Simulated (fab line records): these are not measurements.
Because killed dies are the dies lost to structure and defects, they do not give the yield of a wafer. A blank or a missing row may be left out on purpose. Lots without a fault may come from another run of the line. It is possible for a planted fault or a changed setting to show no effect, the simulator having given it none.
fab line records | flow sky130 | part 2 of 2: steps 26 to 34 of 34
[record] lots = 5 wafers = 15 last_day = 50
route steps=708 shown SD_N@358 SD_P@359 RES_XHIGH@360 SALICIDE@361 LI_CONTACT@362 LOCAL_INTERCONNECT@387
lots that met no fault: taken from a fault-free run of the same line
start_h: hours from the record's opening day to when the first of the lot's shown wafers began | wait_h: hours since the lot's step before | " unchanged from the row above | L1.1+2: several wafers, shown together as one row | - no value, or no start given | * or withheld: withheld | < > ~ a bound
route shown NAME@n: a module of which the file shows steps, and the number in the route of the first | usual: average and standard deviation across the fault-free wafers | same: alike in all rows | chamber/n: place in a boat | sites: the reading at each site | _std_site: the values' standard deviation | _edge_site: mean of outer sites minus mean of inner sites | radius_mm: how far each site lies from the wafer's centre | mask NAME#n: copy n | behind: the last tool/chamber to shape the wafer | hold: why the lot went on hold/how many hours it stayed there/how the hold came to an end | device: the transistor (n, p or np) that didn't switch | end of line: tests of these same wafers at the route's end | a step with no rows: only its recipe | killed: the dies lost at the first sort to structure and to defects; this is not the yield of the wafer | map: shows each die of a wafer: x if killed, . if not, _ if none is there
set.NAME: the setting the step ran with; set.NAME@STEP: the setting that earlier step ran with | model.NAME: the simulator's own value behind a step, which no gauge read
certain route steps with their lots: each step a table, each wafer a row
services: a tool's chamber out of use, with start hour (start_h, from the record's first day; less than 0 if before it), hours out, and reason
[[steps]]
[step SKY_LI_CONTACT_CVD_21]
[recipe] material = W target_thk_nm = 400 time_s = 120.56 temp_c = 400 pressure_torr = 40
[usual] chamber_pressure_Torr = 40.00/0.088 heater_power_w = 867/30
[same] time_s = 120.56
// columns lot.wafer tool chamber start_h wait_h chamber_pressure_Torr heater_power_w
L074.2 cvd_w-01 1 679.99 0.0 40.05 837
L074.3 " 0 " " 40.06 828
L074.4 " 1 " " 40.01 846
L075.1 cvd_w-02 0 680.78 0.0 40.05 897
L075.4 " 0 " " 40.10 924
L075.6 " 1 " " 40.07 858
L083.3 cvd_w-02 1 759.87 0.1 40.12 882
L083.5 " 1 " " 39.93 881
L083.6 " 0 " " 40.09 920
L091.2 cvd_w-02 0 823.74 0.0 39.97 910
L091.4 " 0 " " 40.03 918
L091.5 " 0 " " 39.70 920
L097.1 cvd_w-01 0 855.79 0.0 39.94 836
L097.2 " 1 " " 39.89 849
L097.4 " 0 " " 39.83 863
[step SKY_LI_CONTACT_RS_MEAS_22]
[recipe] thk_meas_gauge = four-point-probe reads = W_of_LI_CONTACT_CVD_21+TiN_of_LI_CONTACT_SPUTTER_20+Ti_of_LI_CONTACT_SPUTTER_19
[usual] LI_CONTACT_W_RS = 0.2822/0.0028
// columns lot.wafer tool chamber start_h wait_h LI_CONTACT_W_RS[ohm/sq]
L074.2 film_metro-02 - 680.14 0.1 0.2798
L074.3 " - " " 0.2801
L074.4 " - " " 0.2828
L075.1 film_metro-01 - 680.90 0.1 0.2838
L075.4 " - " " 0.2864
L075.6 " - " " 0.2799
L083.3 film_metro-04 - 759.99 0.1 0.2831
L083.5 " - " " 0.2850
L083.6 " - " " 0.2796
L091.2 film_metro-02 - 823.89 0.1 0.2809
L091.4 " - " " 0.2860
L091.5 " - " " 0.2848
L097.1 film_metro-02 - 855.91 0.1 0.2775
L097.2 " - " " 0.2792
L097.4 " - " " 0.2762
[step SKY_LI_CONTACT_THK_MEAS_23]
[recipe] thk_meas_gauge = xrf reads = W_of_LI_CONTACT_CVD_21
[usual] LI_CONTACT_W_THK = 404/6.8
// columns lot.wafer tool chamber start_h wait_h LI_CONTACT_W_THK[nm]
L074.2 film_metro-02 - 680.25 0.1 407
L074.3 " - " " 407
L074.4 " - " " 403
L075.1 film_metro-01 - 681.02 0.1 395
L075.4 " - " " 393
L075.6 " - " " 399
L083.3 film_metro-04 - 760.09 0.1 412
L083.5 " - " " 408
L083.6 " - " " 414
L091.2 film_metro-02 - 824.00 0.1 402
L091.4 " - " " 395
L091.5 " - " " 397
L097.1 film_metro-02 - 856.03 0.1 410
L097.2 " - " " 409
L097.4 " - " " 412
[step SKY_LI_CONTACT_CMP_24]
[recipe] stop_on = PSG t_overpolish_s = 20 down_force_psi = 3.5 platen_rpm = 60 target_thk_nm = 0 pad_velocity_m_s = 0.94248
[usual] motor_current_A = 11.7/0.85 overpolish_run_s = 20.000/0.009 time_to_endpoint_s = 98/4.2
// columns lot.wafer tool chamber start_h wait_h motor_current_A overpolish_run_s time_to_endpoint_s
L074.4 cmp-02 0 680.35 0.1 10.8 20.021 101
L074.3 " 1 " " 12.3 20.007 99
L074.2 " 2 " " 12.0 20.019 99
L075.4 cmp-01 3 681.13 0.1 13.4 20.005 99
L075.1 " 1 " " 11.8 19.989 103
L075.6 " 3 " " 13.4 19.995 103
L083.3 cmp-01 3 760.28 0.2 13.5 20.013 99
L083.5 " 0 " " 11.0 20.003 97
L083.6 " 1 " " 11.5 20.007 106
L091.4 cmp-01 2 824.05 0.0 11.0 19.997 103
L091.2 " 3 " " 13.5 19.991 108
L091.5 " 2 " " 10.9 20.006 100
L097.1 cmp-02 0 856.09 0.1 10.8 19.998 104
L097.2 " 2 " " 11.9 19.997 103
L097.4 " 3 " " 10.6 19.990 105
[step SKY_LOCAL_INTERCONNECT_SPUTTER_00]
[recipe] material = TiN target_thk_nm = 100 temp_c = 300 power_w = 6722 time_s = 83.3 chamber_pressure_pa = 0.4
[usual] cathode_dc_power_W = 6721.9/1.2 throttle_valve_pct = 29.1/1
[same] time_s = 83.3
// columns lot.wafer tool chamber start_h wait_h cathode_dc_power_W throttle_valve_pct
L074.2 pvd_sputter-02 - 680.60 0.1 6721.6 29.5
L074.3 " - " " 6721.3 31.9
L074.4 " - " " 6723.7 29.0
L075.1 pvd_sputter-01 - 681.38 0.1 6723.1 29.7
L075.4 " - " " 6720.0 27.9
L075.6 " - " " 6722.6 28.5
L083.3 pvd_sputter-02 - 760.43 0.1 6722.5 29.4
L083.5 " - " " 6721.7 29.5
L083.6 " - " " 6722.5 29.2
L091.2 pvd_sputter-04 - 824.35 0.2 6720.3 27.8
L091.4 " - " " 6722.2 29.0
L091.5 " - " " 6721.7 27.5
L097.1 pvd_sputter-04 - 856.39 0.2 6720.4 28.6
L097.2 " - " " 6721.9 27.3
L097.4 " - " " 6723.9 29.6
[step SKY_LOCAL_INTERCONNECT_RS_MEAS_01]
[recipe] thk_meas_gauge = four-point-probe reads = TiN_of_LOCAL_INTERCONNECT_SPUTTER_00
[usual] LOCAL_INTERCONNECT_TIN_RS = 13.64/0.11
// columns lot.wafer tool chamber start_h wait_h LOCAL_INTERCONNECT_TIN_RS[ohm/sq]
L074.2 film_metro-02 - 680.68 0.1 13.64
L074.3 " - " " 13.74
L074.4 " - " " 13.49
L075.1 film_metro-03 - 681.45 0.0 13.61
L075.4 " - " " 13.61
L075.6 " - " " 13.68
L083.3 film_metro-04 - 760.53 0.1 13.80
L083.5 " - " " 13.75
L083.6 " - " " 13.87
L091.2 film_metro-03 - 824.43 0.1 13.64
L091.4 " - " " 13.69
L091.5 " - " " 13.61
L097.1 film_metro-02 - 856.46 0.0 13.59
L097.2 " - " " 13.41
L097.4 " - " " 13.87
[step SKY_LOCAL_INTERCONNECT_THK_MEAS_02]
[recipe] thk_meas_gauge = xrf reads = TiN_of_LOCAL_INTERCONNECT_SPUTTER_00
[usual] LOCAL_INTERCONNECT_TIN_THK = 104.2/0.94
// columns lot.wafer tool chamber start_h wait_h LOCAL_INTERCONNECT_TIN_THK[nm]
L074.2 film_metro-02 - 680.79 0.1 103.6
L074.3 " - " " 103.0
L074.4 " - " " 105.2
L075.1 film_metro-03 - 681.57 0.1 104.4
L075.4 " - " " 105.4
L075.6 " - " " 103.8
L083.3 film_metro-04 - 760.63 0.1 102.1
L083.5 " - " " 102.7
L083.6 " - " " 101.6
L091.2 film_metro-03 - 824.54 0.1 104.5
L091.4 " - " " 103.6
L091.5 " - " " 104.9
L097.1 film_metro-02 - 856.58 0.1 104.3
L097.2 " - " " 105.9
L097.4 " - " " 102.3
[step SKY_LOCAL_INTERCONNECT_DEHYDRATE_03]
[recipe] temp_c = 200 time_s = 60
[usual] exhaust_pa = 45.0/0.98
[same] time_s = 60
// columns lot.wafer tool chamber start_h wait_h exhaust_pa
L074.2 litho_track-01 0 694.12 13.3 44.7
L074.3 " 0 " " 44.5
L074.4 " 0 " " 46.5
L075.1 litho_track-03 0 694.73 13.1 45.6
L075.4 " 0 " " 44.9
L075.6 " 0 " " 45.3
L083.3 litho_track-04 0 773.34 12.7 44.6
L083.5 " 0 " " 44.4
L083.6 " 0 " " 44.5
L091.2 litho_track-04 0 837.16 12.6 44.7
L091.4 " 0 " " 45.8
L091.5 " 0 " " 44.8
L097.1 litho_track-04 0 868.94 12.4 45.7
L097.2 " 0 " " 46.9
L097.4 " 0 " " 46.7
[step SKY_LOCAL_INTERCONNECT_HMDS_04]
[recipe] prime_time_s = 60 prime_temp_c = 120
[usual] exhaust_pa = 45.1/0.95
// columns lot.wafer tool chamber start_h wait_h exhaust_pa
L074.2 litho_track-01 0 694.27 0.1 44.6
L074.3 " 0 " " 45.2
L074.4 " 0 " " 45.0
L075.1 litho_track-03 0 694.88 0.1 44.4
L075.4 " 0 " " 45.1
L075.6 " 0 " " 42.1
L083.3 litho_track-04 0 773.49 0.1 46.0
L083.5 " 0 " " 45.9
L083.6 " 0 " " 44.9
L091.2 litho_track-04 0 837.31 0.1 44.7
L091.4 " 0 " " 44.7
L091.5 " 0 " " 45.9
L097.1 litho_track-04 0 869.09 0.1 44.5
L097.2 " 0 " " 44.3
L097.4 " 0 " " 44.6
[[services]]
// columns tool chamber start_h hours kind
cmp-02 - 633.41 3.7 pm
krf_scanner-02 - 635.37 0.8 pm
cmp-01 - 637.75 1.5 repair
cmp-01 - 642.35 0.5 repair
pvd_sputter-03 - 643.21 2.4 repair
rie_diel-03 1 649.77 10.2 repair
wet_bench-04 - 653.40 1.0 repair
cvd_w-02 - 655.33 1.9 repair
krf_scanner-02 - 666.21 0.2 repair
rie_diel-03 1 702.83 3.2 repair
wet_bench-01 - 704.49 2.2 repair
plasma_asher-01 - 717.59 0.9 repair
krf_scanner-02 - 730.17 1.0 pm
cmp-02 - 744.00 4.0 pm
krf_scanner-02 - 749.89 1.3 pm
cmp-02 - 754.85 0.9 repair
pvd_sputter-04 - 755.08 8.5 repair
rie_diel-03 - 757.38 1.6 repair
pvd_sputter-02 - 811.66 1.5 repair
rie_diel-03 2 820.41 4.9 repair
rie_diel-03 1 824.65 1.3 repair
cmp-02 - 845.56 1.7 repair
pvd_sputter-02 - 850.15 3.1 repair
cmp-01 - 863.16 3.6 pm
